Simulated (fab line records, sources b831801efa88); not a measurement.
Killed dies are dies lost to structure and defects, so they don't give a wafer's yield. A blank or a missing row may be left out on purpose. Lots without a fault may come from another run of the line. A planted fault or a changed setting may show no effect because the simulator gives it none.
Chamber matching | flow sky130 | SKY_CAPM_CVD_00 on pecvd-01: 3 sister chambers
The step deposits SiO2, target thk 15.5 nm. 16 wafers are shown with their chamber, then 8 later ones without.

WAFERS WITH THEIR CHAMBER
wafer  | chamber | rf_fwd_power_W (W) | heater_power_w (W)
L077.1 | 2       | 444.2              | 599
L077.3 | 0       | 439.3              | 645
L077.4 | 1       | 445.3              | 704
L080.1 | 2       | 443.9              | 634
L080.2 | 0       | 441.4              | 707
L080.6 | 1       | 441.1              | 736
L084.1 | 2       | 443.6              | 644
L084.3 | 1       | 440.8              | 636
L084.6 | 0       | 439.7              | 715
L085.1 | 0       | 441.6              | 673
L085.2 | 1       | 441.9              | 660
L085.4 | 0       | 438.0              | 656
L086.2 | 2       | 442.7              | 713
L086.4 | 2       | 445.0              | 696
L086.5 | 1       | 443.9              | 720
L088.1 | 2       | 441.8              | 602

SIGNATURES (means of the wafers above)
reading        | chamber 0 | chamber 1 | chamber 2 | scatter within a chamber
rf_fwd_power_W | 440.000   | 442.600   | 443.533   | 1.53
heater_power_w | 679.20    | 691.20    | 648.00    | 41.2
Rule: a wafer's distance from a chamber is the root of the sum, over the readings, of the square of ((its reading less the chamber's mean) divided by the reading's scatter). The wafer belongs to the nearest chamber; if the next one is less than 2 further off, it can't be placed. The scatter: the root of (the sum of the squares of (reading less its chamber's mean) over the shown wafers, divided by (wafers less chambers)).

WAFERS WITHOUT THEIR CHAMBER
wafer  | rf_fwd_power_W (W) | heater_power_w (W)
L088.4 | 444.6              | 617
L088.6 | 442.8              | 664
L090.1 | 441.3              | 672
L090.5 | 445.4              | 672
L090.6 | 443.2              | 606
L096.2 | 441.1              | 664
L096.4 | 443.7              | 704
L096.6 | 443.7              | 600

WHICH CHAMBER EACH WENT THROUGH
wafer  | from the rows above          | in truth
L088.4 | can't be placed: 2 or 1      | 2
L088.6 | can't be placed: 2 or 1 or 0 | 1
L090.1 | can't be placed: 0 or 1 or 2 | 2
L090.5 | can't be placed: 2 or 1      | 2
L090.6 | can't be placed: 2 or 1 or 0 | 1
L096.2 | can't be placed: 0 or 1 or 2 | 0
L096.4 | can't be placed: 1 or 2 or 0 | 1
L096.6 | can't be placed: 2 or 1 or 0 | 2
Placed correctly: 0 of 8. Can't be placed from these rows: 8 (the true chamber is among the candidates in 8). Placed wrongly: 0.
